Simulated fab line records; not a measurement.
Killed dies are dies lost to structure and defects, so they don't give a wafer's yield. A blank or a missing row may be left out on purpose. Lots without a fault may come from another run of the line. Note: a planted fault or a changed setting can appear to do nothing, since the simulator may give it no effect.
A lot that was struck, set against a sound lot    flow gf180mcu    43 out of 602 route steps
Sound: the wafers L306.2, L306.3, L306.5. Wafers L316.1, L316.4, L316.5 were the ones struck. At the end, the cause is stated.
Per side, at each step with rows, come the tool, then ch with its chambers, and then its first start. Under that, the readings that differ: sound wafers    struck wafers    difference of the means    sigmas: that difference in standard deviations of wafers without a fault.
alike: readings with means less than 2 such deviations apart, plus words and numbers identical on both sides. not compared: withheld readings, readings lacking a value on some wafer, bounds such as >300 that could conceal the same value, and numbers that have no deviation in the record and whose values overlap.
A row with sigmas, a row that says differs or no value, or rows on one side alone: a step with any of these is where the two part. Numbers that have no deviation but don't overlap get no sigmas and don't part them. A reading that every wafer of one side lacks parts them only if that side has two wafers or more.

first, 1 step without rows for these wafers: GF_VT_IMPLANT_DEVELOP_39 (develop time 60 s).
GF_VT_IMPLANT_OVL_MEAS_40:
  sound on overlay-02, day 8 17:22; struck on overlay-02, day 11 09:31
  alike: VT_IMPLANT_03_OVL
then, 1 step without rows for these wafers: GF_VT_IMPLANT_IMPLANT_41.
GF_VT_IMPLANT_STRIP_42: strips in O2/N2.
  sound on plasma-asher-02 ch 0,1, day 8 17:33; struck on plasma-asher-02 ch 1, day 11 09:41
  alike: drypump-motor-current-A, heater-power-w, oes-product-au, strip-time-to-endpoint-s
  not compared: rf-hours-counter-h
GF_VT_IMPLANT_TW_MEAS_43:
  sound on film-metro-03, day 8 17:40; struck on film-metro-04, day 11 09:47
  alike: VT_IMPLANT_4_TW
then, 1 step without rows for these wafers: GF_VT_IMPLANT_CLEAN_44 (cleans in SC1/SC2, time 150 s).
GF_VT_IMPLANT_RTA_45: time 30 s.
  sound on rtp-anneal-02 ch 0, day 8 17:46; struck on rtp-anneal-02 ch 0, day 11 09:55
  alike: anneal-temp-c-max, lamp-power-pct, wafer_temp_C_max
GF_VT_IMPLANT_RS_MEAS_46: measures by four-point-probe.
  sound on film-metro-04, day 8 17:53; struck on film-metro-03, day 11 10:01
  alike: MVSD_RS
GF_VT_IMPLANT_RS_MEAS_47: measures by four-point-probe.
  sound on film-metro-04, day 8 18:00; struck on film-metro-03, day 11 10:08
  alike: NWELL_RS
GF_VT_IMPLANT_RS_MEAS_48: measures by four-point-probe.
  sound on film-metro-04, day 8 18:07; struck on film-metro-03, day 11 10:15
  alike: LVPWELL_RS
GF_VT_IMPLANT_RS_MEAS_49: measures by four-point-probe.
  sound on film-metro-04, day 8 18:14; struck on film-metro-03, day 11 10:22
reading            sound           struck          difference  sigmas
MVPSD_RS (ohm/sq)  1173 1173 1175  1166 1168 1168  -6          -2
then, 1 step without rows for these wafers: GF_VT_IMPLANT_WET_ETCH_50 (etches SiO2 in dHF, target depth 20 nm, time 400 s).
GF_DUAL_GATE_CLEAN_00: cleans in SC1/SC2, time 150 s.
  sound on wet-bench-02 ch 1, day 8 18:28; struck on wet-bench-01 ch 2, day 11 10:37
then, 2 steps without rows for these wafers: GF_DUAL_GATE_CLEAN_01 (cleans in dHF, time 20 s); GF_DUAL_GATE_OXIDATION_02 (stabilise 600 s, purge 300 s, target thk 10.887 nm).
GF_DUAL_GATE_THK_MEAS_03:
  sound on film-metro-01, day 8 21:06; struck on film-metro-02, day 11 12:07
  alike: DUAL_GATE_OXIDATION_00_THK
then, 7 steps without rows for these wafers: GF_DUAL_GATE_DEHYDRATE_04 (time 60 s); GF_DUAL_GATE_HMDS_05 (prime time 60 s); GF_DUAL_GATE_COAT_06 (resist thk 1000 nm); GF_DUAL_GATE_SOFTBAKE_07 (time 60 s); GF_DUAL_GATE_EXPOSE_08 (exposes mask Dualgate, target cd 700 nm); GF_DUAL_GATE_PEB_09; GF_DUAL_GATE_DEVELOP_10 (develop time 60 s).
GF_DUAL_GATE_OVL_MEAS_11:
  sound on overlay-01, day 9 14:01; struck on overlay-02, day 12 07:25
reading             sound           struck       difference  sigmas
DUAL_GATE_OVL (nm)  -4.0 -3.1 -1.5  3.7 1.5 2.0  +5.3        +4
then, 1 step without rows for these wafers: GF_DUAL_GATE_WET_ETCH_12 (etches SiO2 in dHF, target depth 13 nm, time 260 s).
GF_DUAL_GATE_STRIP_13: strips in O2/N2.
  sound on plasma-asher-04 ch 0,1, day 9 14:08; struck on plasma-asher-03 ch 0,1, day 12 07:32
  alike: drypump-motor-current-A, heater-power-w, oes-product-au, strip-time-to-endpoint-s
  not compared: rf-hours-counter-h
then, 3 steps without rows for these wafers: GF_DUAL_GATE_CLEAN_14 (cleans in SC1/SC2, time 150 s); GF_DUAL_GATE_OXIDATION_15 (stabilise 600 s, purge 300 s, target thk 7.098 nm); GF_POLY_GATE_CVD_00 (deposits poly-Si, target thk 200 nm, time 1200 s).
GF_POLY_GATE_THK_MEAS_01:
  sound on film-metro-01, day 9 17:11; struck on film-metro-04, day 12 10:34
  alike: POLY_GATE_CVD_00_THK
then, 8 steps without rows for these wafers: GF_POLY_GATE_DEHYDRATE_02 (time 60 s); GF_POLY_GATE_HMDS_03 (prime time 60 s); GF_POLY_GATE_COAT_04; GF_POLY_GATE_COAT_05 (resist thk 700 nm); GF_POLY_GATE_SOFTBAKE_06 (time 60 s); GF_POLY_GATE_EXPOSE_07 (exposes mask Poly2, target cd 280 nm); GF_POLY_GATE_PEB_08 (peb time 90 s); GF_POLY_GATE_DEVELOP_09 (develop time 60 s).
GF_POLY_GATE_CD_MEAS_10 targets a cd of 280 nm.
  sound on cd-sem-01, day 10 11:37; struck on cd-sem-01, day 13 05:52
  alike: cd-nm
GF_POLY_GATE_OVL_MEAS_11:
  sound on overlay-02, day 10 11:43; struck on overlay-02, day 13 05:59
  alike: POLY_GATE_OVL
GF_POLY_GATE_ETCH_12: etches BARC in N2/H2.
  sound on rie-diel-02 ch 0,3, day 10 11:45; struck on rie-diel-03 ch 0,2,3, day 13 06:01
  alike: drypump-motor-current-A, oes-product-au, rf-fwd-power-W, throttle-valve-pct
GF_POLY_GATE_ETCH_13: etches poly-Si in HBr/Cl2, stops on SiO2, target depth 198.5 nm, time 69.6 s.
  sound on rie-si-02 ch 0,2, day 10 11:48; struck on rie-si-02 ch 0,1,3, day 13 06:04
  alike: drypump-motor-current-A, oes-product-au, rf-fwd-power-W, throttle-valve-pct
  not compared: rf-hours-counter-h
-- a jump in the record: the struck wafers' starts before and after are 20 days apart (it breaks off in module POLY_GATE and resumes in module PASSIVATION, where the first step shown is number 602 of the route) --
GF_PASSIVATION_PROBE_99:
  the record has rows for the struck wafers here (prober-02, day 33 09:49) and none for the sound ones

## WHERE THEY PART
First at GF_VT_IMPLANT_RS_MEAS_49; last, within this record, at GF_PASSIVATION_PROBE_99.

WHY: the cause the simulator had injected
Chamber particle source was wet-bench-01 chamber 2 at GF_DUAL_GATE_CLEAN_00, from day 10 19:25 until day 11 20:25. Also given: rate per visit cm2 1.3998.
